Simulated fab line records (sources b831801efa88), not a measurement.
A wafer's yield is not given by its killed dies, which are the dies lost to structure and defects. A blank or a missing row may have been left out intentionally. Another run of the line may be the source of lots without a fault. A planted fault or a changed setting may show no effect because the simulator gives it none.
fab line records	flow sky130
record lots=6	wafers=18	last-day=49
route steps=708 shown CONTACT@423 METAL1@434
lots untouched by any fault: they come from a run of this same line in which no faults occurred
start-h: start of the lot's first displayed wafer, in hours after the record's first day	wait-h: time in hours since the lot's previous step	" identical to the entry in the row above	L1.1+2: a single row standing in for several wafers	- no value present, or no start provided	* or withheld: withheld	< > ~ a bound
route shown NAME@n: a module of which the file shows steps, and the number in the route of the first	usual: mean and standard deviation over wafers with no fault	same: alike in all rows	chamber/n: place in a boat	sites: each site's reading	_std_site: their standard deviation	_edge_site: the outer-site mean with the inner-site mean subtracted	radius-mm: how far each site lies from the wafer's centre	mask NAME#n: copy n	behind: the tool/chamber that last shaped the wafer	hold: why the lot went on hold/how many hours it stayed there/how the hold came to an end	device: transistor that didn't switch, given as n, p or np	end of line: tests of these same wafers at the route's end	for a step that has no rows: nothing shown but its recipe	killed: at the first sort, the dies lost to defects and structure; wafer yield is something else	map: dies across one wafer; x = killed, . = not, _ = none there
set.NAME: the run value of the setting; set.NAME@STEP: its run value at that earlier step	model.NAME: the simulator's own value behind a step, which no gauge read
lots at some steps of the route; a table a step, a row a wafer
services: when a tool's chamber went out of use (start-h, in hours from the record's first day, below 0 if earlier), for how many hours, and the reason
## steps
# step SKY_CONTACT_ETCH_17
# recipe target=SiO2	chemistry=C4F8/O2/Ar	stop-on=Si3N4	mask-material=KrF-thick	source-w=1500	bias-w=1200	pressure-mtorr=40	c4f8-flow-sccm=withheld	O2_flow_sccm=6	Ar_flow_sccm=300	time-s=withheld	target-depth-a=3400
# usual oes-product-au=0.892/0.0048
lot.wafer	tool	chamber	start-h	wait-h	oes-product-au
L500.1	rie-diel-01	2	779.32	0.0	0.893
L500.4	"	0	"	"	0.891
L500.5	"	1	"	"	0.896
L501.2	rie-diel-02	0	790.82	0.0	0.892
L501.4	"	1	"	"	0.890
L501.5	"	2	"	"	0.898
L505.1	rie-diel-01	1	814.32	0.0	0.904
L505.2	"	0	"	"	0.896
L505.4	"	2	"	"	0.890
L506.3	rie-diel-02	3	824.52	0.0	0.893
L506.4	"	0	"	"	0.888
L506.6	"	3	"	"	0.902
L514.2	rie-diel-01	2	875.63	0.0	0.894
L514.3	"	0	"	"	0.887
L514.5	"	0	"	"	0.892
L515.2	rie-diel-02	2	884.42	0.0	0.898
L515.5	"	0	"	"	0.888
L515.6	"	3	"	"	0.892
# step SKY_CONTACT_ETCH_18
# recipe target=Si3N4	chemistry=CHF3/O2	stop-on=TiN	source-w=600	bias-w=200	pressure-mtorr=40	chf3-flow-sccm=50	O2_flow_sccm=5	time-s=39	target-depth-a=750
# usual drypump-motor-current-A=5.8/0.46	oes-product-au=0.852/0.0072	throttle-valve-pct=8.792/0.0091
lot.wafer	tool	chamber	start-h	wait-h	drypump-motor-current-A	oes-product-au	rf-hours-counter-h	throttle-valve-pct
L500.1	rie-diel-01	2	-	-	5.3	0.855	8	8.790
L500.4	"	0	"	"	5.8	0.854	7	8.784
L500.5	"	1	"	"	5.1	0.855	-	8.806
L501.2	rie-diel-02	0	-	-	6.3	0.847	20	8.777
L501.4	"	1	"	"	6.6	0.852	7	8.796
L501.5	"	2	"	"	5.8	0.856	-	8.782
L505.1	rie-diel-01	1	-	-	5.2	0.851	11	8.798
L505.2	"	0	"	"	5.7	0.853	8	8.782
L505.4	"	2	"	"	5.3	0.859	9	8.780
L506.3	rie-diel-02	3	-	-	6.1	0.845	12	8.794
L506.4	"	0	"	"	6.2	0.860	21	8.804
L506.6	"	3	"	"	6.2	0.854	-	8.782
L514.2	rie-diel-01	2	-	-	5.3	0.847	11	8.800
L514.3	"	0	"	"	5.8	0.849	10	8.786
L514.5	"	0	"	"	5.8	0.854	-	8.771
L515.2	rie-diel-02	2	-	-	5.9	0.846	4	8.791
L515.5	"	0	"	"	6.2	0.848	-	8.803
L515.6	"	3	"	"	6.2	0.858	-	8.790
# step SKY_CONTACT_STRIP_19
# recipe chemistry=O2/N2	power-w=1400	pressure-mtorr=1500	platen-temp-c=withheld	o2-flow-sccm=3000	n2-flow-sccm=300	overash-fraction=0.5
# usual drypump-motor-current-A=5.74/0.17	oes-product-au=0.380/0.0044	strip-time-to-endpoint-s=3.613/0.028
lot.wafer	tool	chamber	start-h	wait-h	drypump-motor-current-A	oes-product-au	rf-hours-counter-h	strip-time-to-endpoint-s
L500.1	plasma-asher-03	1	779.41	-	5.41	0.378	2	3.576
L500.4	"	0	"	"	5.86	0.376	-	3.579
L500.5	"	0	"	"	5.84	0.389	-	3.583
L501.2	plasma-asher-02	1	790.91	-	5.89	0.373	66	3.608
L501.4	"	1	"	"	5.85	0.385	-	3.625
L501.5	"	1	"	"	5.85	0.380	-	3.663
L505.1	plasma-asher-04	1	814.41	-	5.89	0.378	97	3.578
L505.2	"	0	"	"	5.73	0.375	97	3.570
L505.4	"	0	"	"	5.75	0.376	-	3.566
L506.3	plasma-asher-04	0	824.64	-	5.75	0.373	-	3.599
L506.4	"	1	"	"	5.84	0.384	-	3.580
L506.6	"	1	"	"	5.87	0.381	-	3.591
L514.2	plasma-asher-04	0	875.72	-	5.75	0.382	104	3.596
L514.3	"	0	"	"	5.75	0.382	-	3.588
L514.5	"	1	"	"	5.85	0.382	-	3.623
L515.2	plasma-asher-03	0	884.51	-	5.86	0.384	14	3.637
L515.5	"	1	"	"	5.39	0.386	-	3.579
L515.6	"	0	"	"	5.87	0.385	-	3.613
# step SKY_CONTACT_STRIP_20
# recipe chemistry=post-etch-residue-remover	time-s=1200	temp-c=72.5
# step SKY_CONTACT_CLEAN_21
# recipe chemistry=IPA	time-s=180	temp-c=25
# step SKY_CONTACT_CLEAN_22
# recipe chemistry=O3/DIW	dry=n2-spin
# step SKY_CONTACT_SPUTTER_23
# recipe material=TiN	target-thk-nm=20	chamber-pressure-pa=5	power-w=4000	time-s=80
# step SKY_CONTACT_CVD_24
# recipe material=W	target-thk-nm=340	time-s=102.12	temp-c=400	pressure-torr=40
# usual heater-power-w=827/77
lot.wafer	tool	chamber	start-h	wait-h	heater-power-w
L500.1	cvd-w-02	0	780.09	0.0	716
L500.4	"	0	"	"	695
L500.5	"	0	"	"	689
L501.2	cvd-w-02	1	791.56	0.0	750
L501.4	"	1	"	"	767
L501.5	"	1	"	"	778
L505.1	cvd-w-02	0	815.07	0.0	726
L505.2	"	1	"	"	750
L505.4	"	0	"	"	714
L506.3	cvd-w-02	0	825.30	0.1	706
L506.4	"	1	"	"	800
L506.6	"	1	"	"	770
L514.2	cvd-w-01	0	876.38	0.0	879
L514.3	"	1	"	"	892
L514.5	"	1	"	"	915
L515.2	cvd-w-01	1	885.16	0.0	905
L515.5	"	1	"	"	901
L515.6	"	0	"	"	857
# step SKY_CONTACT_RS_MEAS_25
# recipe thk-meas-gauge=four-point-probe	reads=W_of_CONTACT_CVD_24+TiN_of_CONTACT_SPUTTER_23
# usual CONTACT_W_RS=0.338/0.0037
lot.wafer	tool	chamber	start-h	wait-h	CONTACT_W_RS[ohm/sq]
L500.1	film-metro-04	-	780.20	0.1	0.342
L500.4	"	-	"	"	0.340
L500.5	"	-	"	"	0.340
L501.2	film-metro-01	-	791.69	0.1	0.338
L501.4	"	-	"	"	0.338
L501.5	"	-	"	"	0.341
L505.1	film-metro-01	-	815.18	0.1	0.344
L505.2	"	-	"	"	0.336
L505.4	"	-	"	"	0.342
L506.3	film-metro-01	-	825.41	0.1	0.339
L506.4	"	-	"	"	0.336
L506.6	"	-	"	"	0.338
L514.2	film-metro-01	-	876.51	0.1	0.336
L514.3	"	-	"	"	0.335
L514.5	"	-	"	"	0.336
L515.2	film-metro-03	-	885.29	0.1	0.335
L515.5	"	-	"	"	0.334
L515.6	"	-	"	"	0.334
# step SKY_CONTACT_THK_MEAS_26
# recipe thk-meas-gauge=xrf	reads=W_of_CONTACT_CVD_24
# usual CONTACT_W_THK=336/5
lot.wafer	tool	chamber	start-h	wait-h	CONTACT_W_THK[nm]
L500.1	film-metro-04	-	780.32	0.1	333
L500.4	"	-	"	"	335
L500.5	"	-	"	"	336
L501.2	film-metro-01	-	791.80	0.1	332
L501.4	"	-	"	"	332
L501.5	"	-	"	"	332
L505.1	film-metro-01	-	815.30	0.1	328
L505.2	"	-	"	"	336
L505.4	"	-	"	"	329
L506.3	film-metro-01	-	825.51	0.1	333
L506.4	"	-	"	"	336
L506.6	"	-	"	"	332
L514.2	film-metro-01	-	876.62	0.1	335
L514.3	"	-	"	"	334
L514.5	"	-	"	"	333
L515.2	film-metro-03	-	885.40	0.1	339
L515.5	"	-	"	"	342
L515.6	"	-	"	"	340
# step SKY_CONTACT_CMP_27
# recipe stop-on=SiO2	t-overpolish-s=15	down-force-psi=3.5	platen-rpm=60	target-thk-nm=0	pad-velocity-m-s=0.94248
# step SKY_METAL1_SPUTTER_00
# recipe material=Ti	target-thk-nm=15	power-w=3000	time-s=10	chamber-pressure-pa=0.4
# step SKY_METAL1_SPUTTER_01
# recipe material=TiN	target-thk-nm=20	power-w=6500	time-s=16.7	chamber-pressure-pa=0.4
# usual cathode-dc-power-W=6500.2/1.3	chamber-pressure-pa=0.4001/0.00076	throttle-valve-pct=30.4/0.53
lot.wafer	tool	chamber	start-h	wait-h	cathode-dc-power-W	chamber-pressure-pa	throttle-valve-pct
L500.1	pvd-sputter-03	-	780.70	0.0	6499.7	0.3996	31.2
L500.4	"	-	"	"	6500.4	0.4011	29.8
L500.5	"	-	"	"	6499.5	0.3989	30.7
L501.2	pvd-sputter-01	-	792.18	0.0	6499.0	0.4002	30.7
L501.4	"	-	"	"	6502.2	0.4004	30.1
L501.5	"	-	"	"	6497.3	0.4008	30.1
L505.1	pvd-sputter-01	-	815.68	0.0	-	-	-
L505.2	"	-	"	"	-	-	-
L505.4	"	-	"	"	-	-	-
L506.3	pvd-sputter-03	-	825.87	0.0	-	-	-
L506.4	"	-	"	"	-	-	-
L506.6	"	-	"	"	-	-	-
L514.2	pvd-sputter-01	-	876.99	0.0	6501.0	0.3999	30.0
L514.3	"	-	"	"	6499.8	0.3995	31.1
L514.5	"	-	"	"	6498.8	0.4005	29.7
L515.2	pvd-sputter-04	-	885.77	0.0	6499.4	0.4006	30.0
L515.5	"	-	"	"	6500.1	0.3999	31.7
L515.6	"	-	"	"	6502.1	0.3991	30.4
# step SKY_METAL1_SPUTTER_02
# recipe material=AlCu	target-thk-nm=250	power-w=10600	time-s=13.3	chamber-pressure-pa=0.4
# usual cathode-dc-power-W=10600/2	chamber-pressure-pa=0.4001/0.00084	throttle-valve-pct=30.4/0.54
lot.wafer	tool	chamber	start-h	wait-h	cathode-dc-power-W	chamber-pressure-pa	throttle-valve-pct
L500.1	pvd-sputter-03	-	780.73	0.0	10601	0.4012	30.9
L500.4	"	-	"	"	10600	0.3999	29.7
L500.5	"	-	"	"	10603	0.4008	30.8
L501.2	pvd-sputter-01	-	792.20	0.0	10600	0.3994	31.0
L501.4	"	-	"	"	10600	0.3999	29.9
L501.5	"	-	"	"	10599	0.4002	30.1
L505.1	pvd-sputter-01	-	815.70	0.0	10600	0.4005	31.0
L505.2	"	-	"	"	10602	0.4007	30.7
L505.4	"	-	"	"	10600	0.3996	30.9
L506.3	pvd-sputter-03	-	825.90	0.0	10597	0.4004	29.8
L506.4	"	-	"	"	10603	0.4012	30.8
L506.6	"	-	"	"	10599	0.4007	30.7
L514.2	pvd-sputter-01	-	877.02	0.0	10601	0.4005	29.9
L514.3	"	-	"	"	10602	0.4010	30.9
L514.5	"	-	"	"	10600	0.4007	30.0
L515.2	pvd-sputter-04	-	885.80	0.0	10601	0.3998	30.5
L515.5	"	-	"	"	10600	0.4000	31.7
L515.6	"	-	"	"	10599	0.3992	30.0
## services
tool	chamber	start-h	hours	kind
plasma-asher-03	-	757.34	8.9	repair
pvd-sputter-04	-	770.27	6.0	repair
plasma-asher-04	-	779.63	7.0	repair
plasma-asher-03	-	789.64	2.8	pm
pvd-sputter-04	-	791.63	6.7	repair
cvd-w-01	1	791.64	3.2	repair
rie-diel-01	1	793.97	5.2	repair
plasma-asher-02	-	804.42	7.0	repair
plasma-asher-02	-	807.10	13.7	repair
pvd-sputter-03	-	814.96	2.6	repair
pvd-sputter-04	-	822.06	1.9	repair
pvd-sputter-04	-	825.36	3.1	repair
rie-diel-02	0	836.78	28.9	repair
plasma-asher-02	-	840.58	9.4	pm
rie-diel-02	-	842.66	2.6	repair
pvd-sputter-03	-	858.00	2.0	repair
plasma-asher-04	-	860.76	4.6	repair
rie-diel-01	2	879.06	41.8	repair
## key
first-sign step=SKY_METAL1_SPUTTER_01	reading=tool-record	direction=missing
effect none on later readings
met-at SKY_METAL1_SPUTTER_01
struck-wafers L505.1,L505.2,L505.4,L506.3,L506.4,L506.6
later-rows-left-out L505.1,L505.2,L505.4,L506.3,L506.4,L506.6
sort-left-out L505.1,L505.2,L505.4,L506.3,L506.4,L506.6
onset-between 792.18 815.68
fault kind=skipped-step-whole	tool=pvd-sputter-01,pvd-sputter-03	chamber=-	onset-h=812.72	steps=SKY_METAL1_SPUTTER_01	scope=struck-lots-only
# sort-left-out: the simulated sort isn't trusted on such a fault, so these wafers' sort isn't shown, and their yield isn't known
# later-rows-left-out: the simulator's readings of these wafers behind a module that went badly wrong aren't trusted and aren't shown, but for the sort
